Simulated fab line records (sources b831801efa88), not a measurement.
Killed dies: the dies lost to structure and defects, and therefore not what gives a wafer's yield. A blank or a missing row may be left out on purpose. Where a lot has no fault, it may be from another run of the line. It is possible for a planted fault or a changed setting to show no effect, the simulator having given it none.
What tool caused it? | flow sfqLine | route of 325 steps, sampled at 1 step: 7 lots, 21 wafers

== WHAT EACH GAUGE READ, for each wafer ==
SFQ_INCOMING_BOW_MEAS_900.
lot  | measured    | on           | INCOMING_BOW (um)
L227 | day 2 01:01 | filmMetro-02 | 11 -2 12
L231 | day 2 21:00 | filmMetro-02 | 2 4 -4
L233 | day 3 07:01 | filmMetro-02 | 7 -8 2
L235 | day 3 17:02 | filmMetro-02 | -2 -1 8
L241 | day 4 23:01 | filmMetro-02 | 4 -5 -9
L243 | day 5 09:00 | filmMetro-04 | -10 -2 18
L247 | day 6 05:00 | filmMetro-04 | 3 3 2

== EACH LOT AND THE TOOL THAT RAN IT (in order: tool; ch and the chambers of the sampled wafers; start) ==
There is no process step in the record ahead of these readings.

== THE ANSWER, worked out from the rows above alone ==
Rule: the lots themselves supply what counts as usual. The widest of any qualifying gaps counts: lots, ordered by their means at a reading, are off when they make up no more than a third of the lots, leave a main group of 4 or more, and stand apart from it by 3 or more times the standard deviation of that group's means. If all means in a main group match to the digits the tables above print for the reading, that group is not used. Also off: a lot with no number at a reading for which 4 or more lots have one. Any other lot the step has rows for is counted as sound.
None of the lots is off at any reading shown; this tells nothing.

== WHAT THE SIMULATOR PUT IN ==
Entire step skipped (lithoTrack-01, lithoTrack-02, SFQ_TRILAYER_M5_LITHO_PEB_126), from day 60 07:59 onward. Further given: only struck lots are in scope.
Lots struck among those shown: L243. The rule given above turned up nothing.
